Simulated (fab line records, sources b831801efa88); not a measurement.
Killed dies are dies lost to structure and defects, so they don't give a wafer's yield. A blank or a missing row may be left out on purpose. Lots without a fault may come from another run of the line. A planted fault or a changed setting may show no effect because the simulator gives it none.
Chamber matching | flow gf180mcu | GF_V4_CMP_04 on cmp-02: 4 sister chambers
The step polishes SiO2. 16 wafers are shown with their chamber, then 7 later ones without.

WAFERS WITH THEIR CHAMBER
wafer  | chamber | motor_current_A (A) | time_to_endpoint_s (s)
L776.1 | 0       | 14.1                | 95
L776.2 | 2       | 16.8                | 84
L776.4 | 1       | 9.7                 | 88
L775.1 | 3       | 14.5                | 80
L775.2 | 0       | 14.6                | 88
L775.5 | 3       | 15.2                | 86
L778.1 | 1       | 9.6                 | 76
L778.4 | 2       | 16.0                | 83
L778.6 | 2       | 15.9                | 81
L783.3 | 0       | 14.3                | 82
L783.4 | 2       | 16.6                | 85
L783.5 | 3       | 14.8                | 87
L790.2 | 3       | 15.6                | 99
L790.3 | 2       | 16.2                | 98
L790.4 | 0       | 14.3                | 97
L791.3 | 0       | 14.5                | 104

SIGNATURES (means of the wafers above)
reading            | chamber 0 | chamber 1 | chamber 2 | chamber 3 | scatter within a chamber
motor_current_A    | 14.360    | 9.650     | 16.300    | 15.025    | 0.347
time_to_endpoint_s | 93.20     | 82.00     | 86.20     | 88.00     | 7.81
Rule: a wafer's distance from a chamber is the root of the sum, over the readings, of the square of ((its reading less the chamber's mean) divided by the reading's scatter). The wafer belongs to the nearest chamber; if the next one is less than 2 further off, it can't be placed. The scatter: the root of (the sum of the squares of (reading less its chamber's mean) over the shown wafers, divided by (wafers less chambers)).

WAFERS WITHOUT THEIR CHAMBER
wafer  | motor_current_A (A) | time_to_endpoint_s (s)
L791.4 | 9.4                 | 100
L796.1 | 9.2                 | 76
L796.2 | 14.6                | 74
L796.4 | 14.3                | 78
L797.1 | 9.2                 | 81
L797.2 | 14.6                | 83
L797.3 | 16.3                | 86

WHICH CHAMBER EACH WENT THROUGH
wafer  | from the rows above     | in truth
L791.4 | 1                       | 1
L796.1 | 1                       | 1
L796.2 | can't be placed: 3 or 0 | 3
L796.4 | can't be placed: 0 or 3 | 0
L797.1 | 1                       | 1
L797.2 | can't be placed: 3 or 0 | 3
L797.3 | 2                       | 2
Placed correctly: 4 of 7. Can't be placed from these rows: 3 (the true chamber is among the candidates in 3). Placed wrongly: 0.
